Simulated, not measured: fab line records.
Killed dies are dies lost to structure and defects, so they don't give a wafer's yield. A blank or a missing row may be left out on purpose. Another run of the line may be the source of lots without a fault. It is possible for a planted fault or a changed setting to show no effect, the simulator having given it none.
fab line records | flow sky130
record: lots: 7 wafers: 18 last-day: 50
route steps=708 shown NWELL@65 PAD_OPEN@708
lots untouched by any fault: they come from a run of this same line in which no faults occurred
start-h: start of the lot's first displayed wafer, in hours after the record's first day | wait-h: hours since the lot's step before | " repeats the value in the row above | L1.1+2: a row that stands for several wafers | - no value, or no start was given | * or withheld: withheld | < > ~ a bound
route shown NAME@n: a module of which the file shows steps, and the number in the route of the first | usual: mean/standard deviation taken from wafers without a fault | same: alike in all rows | chamber/n: place in a boat | sites: the reading at each site | _std_site: standard deviation across them | _edge_site: the outer-site mean with the inner-site mean subtracted | radius-mm: how far each site lies from the wafer's centre | mask NAME#n: copy n | behind: the most recent tool/chamber to have shaped the wafer | hold: what put the lot on hold/how long, in hours/how the hold closed | device: transistor that didn't switch, given as n, p or np | end of line: tests of these same wafers at the route's end | a step given without rows: its recipe and nothing more | killed: not the wafer's yield, but the dies lost to structure and defects at the first sort | map: a wafer's dies, marking killed ones x, the rest . and places with no die _
set.NAME: the setting the step ran with; set.NAME@STEP: the setting that earlier step ran with | model.NAME: the simulator's own value behind a step, which no gauge read
lots at some steps of the route; a table a step, a row a wafer
services: a tool's chamber out of use, with start hour (start-h, from the record's first day; less than 0 if before it), hours out, and reason
== steps ==
step: SKY_NWELL_IMPLANT_12
recipe: species: P energy-kev: 120 dose-cm2: 1.3e+12 tilt-deg: withheld
step: SKY_NWELL_IMPLANT_13
recipe: species: P energy-kev: 50 dose-cm2: 7e+11 tilt-deg: withheld
step: SKY_NWELL_STRIP_14
recipe: chemistry: O2/N2 power-w: 1400 pressure-mtorr: 1500 platen-temp-c: withheld o2-flow-sccm: 3000 n2-flow-sccm: 300 overash-fraction: 0.5
usual: drypump-motor-current-A: 5.6/0.43 oes-product-au: 0.723/0.0047 strip-time-to-endpoint-s: 36.93/0.11
columns lot.wafer tool chamber start-h wait-h drypump-motor-current-A oes-product-au rf-hours-counter-h strip-time-to-endpoint-s
L518.3 plasma-asher-04 1 110.94 0.1 5.9 0.719 - 36.87
L518.4 " 0 " " 4.8 0.718 - 36.81
L518.5 " 1 " " 5.9 0.728 - 36.79
L522.2 plasma-asher-04 0 132.85 0.1 4.8 0.723 43 36.78
L522.3 " 1 " " 5.9 0.713 - 36.92
L522.6 " 1 " " 5.8 0.710 - 36.85
L525.3 plasma-asher-02 1 149.38 0.1 5.6 0.720 - 36.97
L525.6 " 0 " " 6.0 0.729 - 37.08
L526.4 plasma-asher-04 1 155.89 0.1 5.9 0.727 - 36.78
L526.6 " 0 " " 4.8 0.728 - 36.72
L527.4 plasma-asher-02 0 161.94 0.1 6.0 0.719 - 36.96
L527.6 " 0 " " 6.0 0.730 - 37.00
L535.1 plasma-asher-04 1 205.91 0.1 5.9 0.724 50 37.01
L535.5 " 0 " " 4.8 0.725 - 37.09
L535.6 " 1 " " 5.9 0.720 - 37.13
L537.1 plasma-asher-02 0 220.56 0.1 6.0 0.718 40 36.88
L537.4 " 0 " " 6.0 0.724 - 36.90
L537.5 " 1 " " 5.6 0.722 - 36.97
step: SKY_NWELL_TW_MEAS_15
usual: NWELL_TW: 1817/13
columns lot.wafer tool chamber start-h wait-h NWELL_TW
L518.3 film-metro-04 - 111.02 0.1 1801
L518.4 " - " " 1797
L518.5 " - " " 1807
L522.2 film-metro-04 - 132.96 0.1 1816
L522.3 " - " " 1805
L522.6 " - " " 1813
L525.3 film-metro-03 - 149.47 0.1 1821
L525.6 " - " " 1819
L526.4 film-metro-04 - 155.98 0.1 1804
L526.6 " - " " 1804
L527.4 film-metro-01 - 162.03 0.1 1811
L527.6 " - " " 1808
L535.1 film-metro-03 - 206.01 0.1 1811
L535.5 " - " " 1809
L535.6 " - " " 1816
L537.1 film-metro-03 - 220.66 0.1 1831
L537.4 " - " " 1837
L537.5 " - " " 1836
step: SKY_NWELL_DEHYDRATE_16
recipe: temp-c: 200 time-s: 60
step: SKY_NWELL_HMDS_17
recipe: prime-time-s: 60 prime-temp-c: 120
step: SKY_NWELL_COAT_18
recipe: spin-rpm: 2000 resist-thk-nm: 3000
step: SKY_NWELL_SOFTBAKE_19
recipe: temp-c: 110 time-s: withheld
step: SKY_NWELL_EXPOSE_20
recipe: mask-id: NWM_COMPLEMENT na: 0.6 source-shape: conventional sigma-outer: 0.6 polarization: unpolarized target-cd-nm: 840 dose-mj: 260
step: SKY_NWELL_PEB_21
recipe: temp-c: 115 time-s: withheld
step: SKY_NWELL_DEVELOP_22
recipe: wall-angle-deg: 90 developer: TMAH develop-time-s: 60 dev-temp-c: 23
step: SKY_NWELL_OVL_MEAS_23
usual: NWELL_01_OVL: -0.2/1.3
columns lot.wafer tool chamber start-h wait-h NWELL_01_OVL[nm]
L518.3 overlay-01 - 129.52 - -0.2
L518.4 " - " " -0.9
L518.5 " - " " -0.5
L522.2 overlay-01 - 152.07 - -1.8
L522.3 " - " " -2.4
L522.6 " - " " -1.6
L525.3 overlay-01 - 169.22 - -1.6
L525.6 " - " " 1.7
L526.4 overlay-02 - 175.24 - -0.5
L526.6 " - " " -0.6
L527.4 overlay-02 - 181.38 - 1.2
L527.6 " - " " 1.1
L535.1 overlay-02 - 227.72 - 1.6
L535.5 " - " " 1.9
L535.6 " - " " 0.3
L537.1 overlay-02 - 242.77 - 0.1
L537.4 " - " " 0.1
L537.5 " - " " 0.5
step: SKY_NWELL_IMPLANT_24
recipe: species: B energy-kev: 140 dose-cm2: 9.2e+12 tilt-deg: withheld
usual: beam-on-s: 10.00/0.19 faraday-current-uA: 51.9/1
columns lot.wafer tool chamber start-h wait-h beam-on-s faraday-current-uA
L518.3 implanter-01 0 129.60 0.1 10.02 51.8
L518.4 " 0 " " 9.91 52.3
L518.5 " 0 " " 10.37 49.7
L522.2 implanter-02 0 152.13 0.0 10.17 50.8
L522.3 " 0 " " 9.73 52.9
L522.6 " 0 " " 9.61 53.7
L525.3 implanter-02 0 169.30 0.1 9.89 52.5
L525.6 " 0 " " 8.03 64.4
L526.4 implanter-02 0 175.34 0.1 10.04 51.5
L526.6 " 0 " " 7.81 66.0
L527.4 implanter-02 0 181.47 0.1 10.03 51.7
L527.6 " 0 " " 7.83 66.2
L535.1 implanter-01 0 227.75 0.0 10.48 49.2
L535.5 " 0 " " 10.22 50.8
L535.6 " 0 " " 9.97 51.9
L537.1 implanter-03 0 242.81 0.0 10.12 51.3
L537.4 " 0 " " 10.20 50.8
L537.5 " 0 " " 10.13 51.0
step: SKY_NWELL_STRIP_25
recipe: chemistry: O2/N2 power-w: 1400 pressure-mtorr: 1500 platen-temp-c: withheld o2-flow-sccm: 3000 n2-flow-sccm: 300 overash-fraction: 0.5
usual: drypump-motor-current-A: 5.5/0.48 oes-product-au: 0.722/0.0045 strip-time-to-endpoint-s: 36.93/0.1
columns lot.wafer tool chamber start-h wait-h drypump-motor-current-A oes-product-au rf-hours-counter-h strip-time-to-endpoint-s
L518.3 plasma-asher-04 1 129.73 0.1 5.9 0.719 - 36.93
L518.4 " 0 " " 4.8 0.726 - 36.83
L518.5 " 1 " " 5.9 0.731 - 36.99
L522.2 plasma-asher-02 0 152.25 0.1 6.0 0.726 33 36.76
L522.3 " 1 " " 5.6 0.725 - 36.90
L522.6 " 1 " " 5.5 0.723 - 36.85
L525.3 plasma-asher-02 0 169.43 0.1 6.0 0.722 - 37.11
L525.6 " 0 " " 6.0 0.722 - 37.01
L526.4 plasma-asher-04 1 175.44 0.1 5.8 0.729 - 36.91
L526.6 " 0 " " 4.8 0.728 - 36.94
L527.4 plasma-asher-04 0 181.58 0.1 4.8 0.727 - 36.80
L527.6 " 1 " " 5.9 0.721 - 36.97
L535.1 plasma-asher-04 1 227.90 0.1 5.9 0.724 52 36.99
L535.5 " 0 " " 4.8 0.725 - 37.08
L535.6 " 1 " " 5.9 0.715 - 37.03
L537.1 plasma-asher-02 0 242.96 0.1 6.0 0.722 42 36.86
L537.4 " 1 " " 5.6 0.721 - 36.97
L537.5 " 1 " " 5.6 0.722 - 36.89
step: SKY_NWELL_TW_MEAS_26
usual: NWELL_2_TW: 495/3.5
columns lot.wafer tool chamber start-h wait-h hold NWELL_2_TW
L518.3 film-metro-03 - 129.82 0.1 - 492
L518.4 " - " " - 494
L518.5 " - " " - 493
L522.2 film-metro-03 - 152.36 0.1 - 497
L522.3 " - " " - 495
L522.6 " - " " - 495
L525.3 film-metro-04 - 169.52 0.1 await-dispo/0.2h/release 496
L525.6 " - " " await-dispo/0.2h/release 459
L525.3 film-metro-04 - 169.74 0.2 - 495
L525.6 " - " " - 460
L526.4 film-metro-01 - 175.54 0.1 await-dispo/0.2h/release 499
L526.6 " - " " await-dispo/0.2h/release 466
L526.4 film-metro-01 - 175.77 0.2 - 501
L526.6 " - " " - 462
L527.4 film-metro-03 - 181.68 0.1 await-dispo/0.2h/release 498
L527.6 " - " " await-dispo/0.2h/release 463
L527.4 film-metro-03 - 181.91 0.2 - 499
L527.6 " - " " - 459
L535.1 film-metro-01 - 228.00 0.1 - 500
L535.5 " - " " - 502
L535.6 " - " " - 501
L537.1 film-metro-03 - 243.06 0.1 - 493
L537.4 " - " " - 495
L537.5 " - " " - 496
step: SKY_PAD_OPEN_PROBE_99
usual: killed_at_M0_to_M3: 43/6.4 killed_at_M4_up: 2.8/1.7 killed-at-contacts: 24/5.5 killed-at-front-end: 15/4 killed-at-other: 0.3/0.54 killed-dies: 86/9.1 killed-open: 47/6.6 killed-short: 39/6.2
same: gross-dies: 492 killed-at-back-side: 0
columns lot.wafer tool chamber start-h wait-h killed_at_M0_to_M3 killed_at_M4_up killed-at-contacts killed-at-front-end killed-at-other killed-dies killed-open killed-short model.etest.pfet_16v.r-on-ohm-um model.etest.res-iso-pwell.rs-ohm-sq model.etest.res-pwell-under-gate.rs-ohm-sq model.etest.res-iso-pwell.line-ohm-um model.etest.pfet_16v.drive-ua-um model.etest.res-iso-pwell.width-nm model.etest.res-nwell.width-nm model.etest.field-n.vt-v
L518.3 prober-02 - 1105.39 0.2 51 1 22 20 1 95 60 35 1.488e+04 2943 2282 1110 251.6 2662 829.8 35.5
L518.4 prober-02 - 1105.44 0.2 41 4 24 15 0 84 49 35 1.504e+04 3115 2267 1175 247.3 2676 830.7 36.22
L518.5 prober-02 - 1105.49 0.2 37 2 28 17 1 85 42 43 1.488e+04 2963 2276 1111 249.7 2659 832 35.82
L522.2 prober-02 - 1123.69 0.1 38 6 18 18 0 80 48 32 1.544e+04 2731 2262 1021 236.1 2633 841.2 35.5
L522.3 prober-02 - 1123.74 0.2 50 6 26 11 0 93 58 35 1.523e+04 2620 2288 987 235.5 2648 835 34.27
L522.6 prober-02 - 1123.89 0.2 46 4 18 20 0 88 50 38 1.541e+04 2635 2269 992.9 234.4 2639 833.7 34.8
L525.3 prober-01 - 1137.42 0.2 42 4 22 14 0 82 43 39 1.521e+04 3120 2282 1200 248.1 2652 848.6 35.86
L525.6 prober-01 - 1137.57 0.2 37 1 21 13 0 72 42 30 1.717e+04 3901 2690 1493 216 2625 867.5 31.84
L526.4 prober-02 - 1148.29 0.2 48 4 28 16 0 96 61 35 1.442e+04 2746 2253 1036 252.6 2648 836.7 34.75
L526.6 prober-02 - 1148.39 0.2 53 3 20 22 1 99 58 41 1.636e+04 3356 2663 1286 226.8 2647 845.5 30.61
L527.4 prober-01 - 1155.94 0.2 51 4 30 6 0 91 58 33 1.511e+04 3001 2264 1133 248.1 2660 839.6 36.23
L527.6 prober-01 - 1156.04 0.2 50 4 29 15 0 98 56 42 1.764e+04 3810 2708 1468 208.7 2604 868.2 32.26
L535.1 prober-01 - 1186.85 0.1 37 3 22 22 0 84 47 37 1.536e+04 3219 2266 1229 243.7 2641 848.4 36.4
L535.5 prober-01 - 1187.05 0.2 39 2 23 17 0 81 41 40 1.552e+04 3302 2270 1255 244 2628 847 36.46
L535.6 prober-01 - 1187.10 0.2 40 3 24 15 0 82 44 38 1.542e+04 3233 2270 1229 242.4 2635 842.1 36.42
L537.1 prober-01 - 1197.69 0.1 39 6 25 14 0 84 41 43 1.568e+04 3346 2307 1272 237.8 2652 842.9 36.23
L537.4 prober-01 - 1197.84 0.2 48 3 21 14 0 86 43 43 1.572e+04 3331 2290 1244 239.1 2644 838.2 36.21
L537.5 prober-01 - 1197.89 0.2 41 1 30 15 0 87 53 34 1.551e+04 3295 2295 1239 239.1 2635 839.2 36.26
killed by level:class
L518.3 VIA1:geometric-particle:open=15 VIA2:geometric-particle:open=10 SPACER:geometric-particle:open=8 CONTACT:geometric-particle:open=8 VIA3:geometric-particle:open=8 LOCAL_INTERCONNECT:geometric-particle:short=5 METAL1:geometric-particle:short=5 POLY_CUT:geometric-particle:short=4
L518.4 VIA1:geometric-particle:open=9 VIA3:geometric-particle:open=8 CONTACT:geometric-particle:open=7 LI_CONTACT:geometric-particle:open=7 LOCAL_INTERCONNECT:geometric-particle:short=6 POLY_GATE:geometric-particle:short=5 VIA2:geometric-particle:open=5 FIELD_ISO:geometric-particle:open=4
L518.5 CONTACT:geometric-particle:open=8 CONTACT:geometric-particle:short=7 VIA1:geometric-particle:open=7 FIELD_ISO:geometric-particle:open=6 VIA3:geometric-particle:short=6 LOCAL_INTERCONNECT:geometric-particle:short=5 METAL1:geometric-particle:short=5 POLY_GATE:geometric-particle:open=4
L522.2 CONTACT:geometric-particle:open=10 VIA2:geometric-particle:open=7 VIA1:geometric-particle:open=7 FIELD_ISO:geometric-particle:open=6 METAL2:geometric-particle:short=6 LI_CONTACT:geometric-particle:open=5 METAL4:geometric-particle:short=5 POLY_GATE:geometric-particle:short=4
L522.3 LI_CONTACT:geometric-particle:open=16 VIA1:geometric-particle:open=12 VIA2:geometric-particle:open=11 CONTACT:geometric-particle:open=5 METAL1:geometric-particle:short=5 VIA1:geometric-particle:short=5 METAL2:geometric-particle:short=5 FIELD_ISO:geometric-particle:short=4
L522.6 VIA1:geometric-particle:open=8 VIA3:geometric-particle:open=7 FIELD_ISO:geometric-particle:short=6 VIA2:geometric-particle:open=6 FIELD_ISO:geometric-particle:open=5 CONTACT:geometric-particle:open=5 METAL2:geometric-particle:short=5 POLY_GATE:geometric-particle:open=4
L525.3 VIA1:geometric-particle:open=13 LI_CONTACT:geometric-particle:open=9 VIA2:geometric-particle:open=7 POLY_GATE:geometric-particle:short=6 CONTACT:geometric-particle:open=5 METAL4:geometric-particle:short=4 CONTACT:geometric-particle:short=4 METAL1:geometric-particle:short=4
L525.6 CONTACT:geometric-particle:open=9 VIA1:geometric-particle:open=7 VIA2:geometric-particle:open=7 LI_CONTACT:geometric-particle:open=6 CONTACT:geometric-particle:short=5 VIA3:geometric-particle:open=4 POLY_GATE:geometric-particle:short=4 VIA2:geometric-particle:short=3
L526.4 VIA1:geometric-particle:open=19 CONTACT:geometric-particle:open=12 LI_CONTACT:geometric-particle:open=7 METAL1:geometric-particle:short=7 FIELD_ISO:geometric-particle:open=5 VIA3:geometric-particle:open=5 FIELD_ISO:geometric-particle:short=4 CONTACT:geometric-particle:short=4
L526.6 VIA1:geometric-particle:open=15 VIA3:geometric-particle:open=9 CONTACT:geometric-particle:open=8 VIA1:geometric-particle:short=7 FIELD_ISO:geometric-particle:open=6 FIELD_ISO:geometric-particle:short=5 LI_CONTACT:geometric-particle:open=5 METAL2:geometric-particle:short=5
L527.4 VIA1:geometric-particle:open=14 LI_CONTACT:geometric-particle:open=12 CONTACT:geometric-particle:open=9 VIA2:geometric-particle:open=9 VIA3:geometric-particle:open=7 METAL3:geometric-particle:short=6 CONTACT:geometric-particle:short=5 METAL1:geometric-particle:short=5
L527.6 LI_CONTACT:geometric-particle:open=11 VIA1:geometric-particle:open=11 CONTACT:geometric-particle:open=10 METAL1:geometric-particle:short=9 VIA2:geometric-particle:open=8 POLY_GATE:geometric-particle:short=7 VIA1:geometric-particle:short=7 METAL2:geometric-particle:short=4
L535.1 VIA1:geometric-particle:open=10 FIELD_ISO:geometric-particle:open=8 CONTACT:geometric-particle:open=7 VIA2:geometric-particle:open=6 POLY_GATE:geometric-particle:short=5 METAL1:geometric-particle:short=5 LI_CONTACT:geometric-particle:open=4 CONTACT:geometric-particle:short=4
L535.5 VIA1:geometric-particle:open=9 LI_CONTACT:geometric-particle:open=7 FIELD_ISO:geometric-particle:open=6 METAL2:geometric-particle:short=6 FIELD_ISO:geometric-particle:short=5 LI_CONTACT:geometric-particle:short=5 CONTACT:geometric-particle:open=5 VIA1:geometric-particle:short=5
L535.6 CONTACT:geometric-particle:open=10 VIA1:geometric-particle:open=8 VIA3:geometric-particle:open=7 FIELD_ISO:geometric-particle:open=5 POLY_GATE:geometric-particle:open=5 CONTACT:geometric-particle:short=5 METAL2:geometric-particle:short=5 VIA2:geometric-particle:short=4
L537.1 METAL1:geometric-particle:short=11 LI_CONTACT:geometric-particle:open=7 CONTACT:geometric-particle:open=7 CONTACT:geometric-particle:short=6 FIELD_ISO:geometric-particle:open=5 VIA1:geometric-particle:open=5 METAL2:geometric-particle:short=5 VIA2:geometric-particle:short=5
L537.4 VIA1:geometric-particle:open=15 CONTACT:geometric-particle:short=8 VIA1:geometric-particle:short=7 CONTACT:geometric-particle:open=6 VIA2:geometric-particle:open=6 METAL1:geometric-particle:short=5 METAL2:geometric-particle:short=5 VIA3:geometric-particle:open=5
L537.5 CONTACT:geometric-particle:open=15 VIA1:geometric-particle:open=9 VIA2:geometric-particle:open=8 VIA3:geometric-particle:open=8 CONTACT:geometric-particle:short=5 LI_CONTACT:geometric-particle:short=4 LI_CONTACT:geometric-particle:open=4 METAL2:geometric-particle:short=4
== services ==
columns tool chamber start-h hours kind
plasma-asher-02 - 128.84 5.3 repair
implanter-03 - 164.70 2.1 pm
implanter-01 - 177.97 5.4 repair
implanter-01 - 198.40 4.2 repair
== key ==
first-sign: step: SKY_NWELL_IMPLANT_24 reading: faraday-current-uA direction: up sigmas: 14 usual: 51.9 struck: 65.5
effect: step: SKY_NWELL_IMPLANT_24 reading: beam-on-s direction: down sigmas: 11 usual: 10.00 struck: 7.89
effect: step: SKY_NWELL_TW_MEAS_26 reading: visit direction: added
effect: step: SKY_NWELL_TW_MEAS_26 reading: NWELL_2_TW direction: down sigmas: 9.4 usual: 495 struck: 463
model-effect: step: SKY_PAD_OPEN_PROBE_99 value: etest.pfet_16v.r-on-ohm-um without: 1.502e+04 struck: 1.706e+04
met-at SKY_NWELL_IMPLANT_24
struck-wafers L525.6,L526.6,L527.6
tester-left-out L525,L526,L527
onset-between 152.13 169.30
fault: kind: process-parameter-drift tool: implanter-02 chamber: - onset-h: 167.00 steps: SKY_NWELL_IMPLANT_24 channel: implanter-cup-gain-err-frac offset: 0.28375 shape: step end-h: 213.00 scope: struck-wafers-only
tester-left-out: of these lots the tester's yield and bins aren't shown, on N5 and GAA mostly nor the transistor test; their killed dies are dies lost to structure and defects alone, not to doping, threshold or leakage, so they don't give the yield
